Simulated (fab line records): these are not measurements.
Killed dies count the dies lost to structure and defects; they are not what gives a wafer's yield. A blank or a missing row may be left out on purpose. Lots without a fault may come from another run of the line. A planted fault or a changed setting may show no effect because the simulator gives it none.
One fault through the eyes of 2 desks || flow sky130 || each desk has only its own numbers; what lay behind them comes last

## THE METROLOGY DESK
What the gauges read for every lot (on any tool): the sampled wafers with a number, averaged. A lot is out of limits, marked OUT, if its mean lies more than 4 standard deviations from the usual mean; the brackets give that distance.
Columns: A = METAL2_OVL at SKY_METAL2_OVL_MEAS_16, usual 2 nm
{"lot": "L731", "first seen here": "day 35 12:35", "A": 1}
{"lot": "L732", "first seen here": "day 35 12:58", "A": -1}
{"lot": "L734", "first seen here": "day 36 13:52", "A": 2}
{"lot": "L736", "first seen here": "day 37 02:42", "A": -3}
{"lot": "L737", "first seen here": "day 37 06:19", "A": 5}
{"lot": "L740", "first seen here": "day 38 09:52", "A": 1}
{"lot": "L742", "first seen here": "day 38 16:30", "A": -1}
{"lot": "L749", "first seen here": "day 40 21:12", "A": 6}
{"lot": "L748", "first seen here": "day 40 21:33", "A": 1}
{"lot": "L751", "first seen here": "day 41 11:37", "A": 3}
{"lot": "L752", "first seen here": "day 41 18:44", "A": 5}
{"lot": "L753", "first seen here": "day 41 23:53", "A": 2}
This desk's finding: nothing out of limits on any of the 12 lots.

## THE TOOL OWNER'S DESK: rie diel-04
The tool's own readings at SKY_VIA2_ETCH_15 (etches SiO2 in C4F8/O2/Ar, stops on TiN, target depth 546 nm, time 84 s): means of the sampled wafers that have a number, for each lot that ran on this tool. A lot is out of limits, marked OUT, if its mean lies more than 4 standard deviations from the usual mean; the brackets give that distance.
Columns: A = bias w at SKY_VIA2_ETCH_15, usual 1200 W; B = oes product au at SKY_VIA2_ETCH_15, usual 0.940 a.u.
{"lot": "L740", "first seen here": "day 39 11:43", "A": "1145 (-15) OUT", "B": 0.940}
{"lot": "L742", "first seen here": "day 39 18:49", "A": "1146 (-15) OUT", "B": 0.942}
{"lot": "L753", "first seen here": "day 43 00:37", "A": 1199, "B": 0.940}
This desk's verdict: out of limits on L740, L742, starting with L740 at day 39 11:43 (bias w at SKY_VIA2_ETCH_15). Within limits: L753.

## ALL TOGETHER
At day 39 11:43, on L740, L742, the tool owner's desk was in a position to raise an alarm.
From the metrology desk's view, nothing was out of limits.
The metrology desk holds a record of L740, L742, inside its limits.
The lots listed all ran SKY_VIA2_ETCH_15 on rie diel-04.

## WHAT THE SIMULATOR HAD INSERTED
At SKY_VIA2_ETCH_15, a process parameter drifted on rie diel-04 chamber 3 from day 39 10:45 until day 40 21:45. Setting bias w shifted by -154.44 from 1200. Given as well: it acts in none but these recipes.
Struck lots among those shown: L740, L742.
Time in hours from fault onset to the first out-of-limits reading at each desk: the tool owner's desk, 1.
